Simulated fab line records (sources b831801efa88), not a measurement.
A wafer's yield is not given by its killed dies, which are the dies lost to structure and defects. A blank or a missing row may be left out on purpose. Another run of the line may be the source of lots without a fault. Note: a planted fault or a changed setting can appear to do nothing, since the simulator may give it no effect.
Matching of chambers + flow sky130 + SKY_METAL4_ETCH_17 on rie diel-04 has 4 sister chambers
The step etches SiO2 in C4F8/O2/Ar, stops on TiN, time 3.9 s, target depth 15 nm. 8 wafers are shown with their chamber, then 7 later ones without.

## EACH WAFER AND ITS CHAMBER
| wafer  | chamber | oes product au (a.u.) |
|--------|---------|-----------------------|
| L296.6 | 2       | 0.757                 |
| L302.4 | 0       | 0.766                 |
| L302.5 | 3       | 0.761                 |
| L303.1 | 1       | 0.751                 |
| L303.4 | 3       | 0.749                 |
| L303.6 | 2       | 0.760                 |
| L306.1 | 0       | 0.745                 |
| L306.2 | 1       | 0.761                 |

## WAFERS WHOSE CHAMBER IS MISSING
| wafer  | oes product au (a.u.) |
|--------|-----------------------|
| L306.6 | 0.752                 |
| L309.1 | 0.743                 |
| L309.4 | 0.752                 |
| L309.5 | 0.749                 |
| L311.3 | 0.748                 |
| L311.4 | 0.754                 |
| L311.5 | 0.781                 |

## THE CHAMBER EACH PASSED THROUGH
| wafer  | from the rows above               | in truth |
|--------|-----------------------------------|----------|
| L306.6 | can't be placed: 3 or 0 or 1 or 2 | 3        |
| L309.1 | can't be placed: 3 or 0 or 1 or 2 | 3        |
| L309.4 | can't be placed: 3 or 0 or 1 or 2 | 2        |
| L309.5 | can't be placed: 3 or 0 or 1 or 2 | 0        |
| L311.3 | can't be placed: 3 or 0 or 1 or 2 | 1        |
| L311.4 | can't be placed: 3 or 0 or 1 or 2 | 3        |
| L311.5 | can't be placed: 2 or 1 or 0 or 3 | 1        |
Placed correctly: 0 of 7. Unplaceable from these rows: 7, with the true chamber sitting among the candidates in 7. Wrongly placed: 0.
How it was worked out, from the rows above alone: a wafer's distance from a chamber is the root of the sum, over the readings, of the square of ((its reading less the chamber's mean) divided by the reading's scatter). The wafer belongs to the nearest chamber; if the next one is less than 2 further off, it can't be placed. A chamber's mean is the mean of its shown wafers. The scatter is the square root of a quotient: the sum, over the shown wafers, of each reading's squared deviation from its chamber's mean, divided by wafers minus chambers.
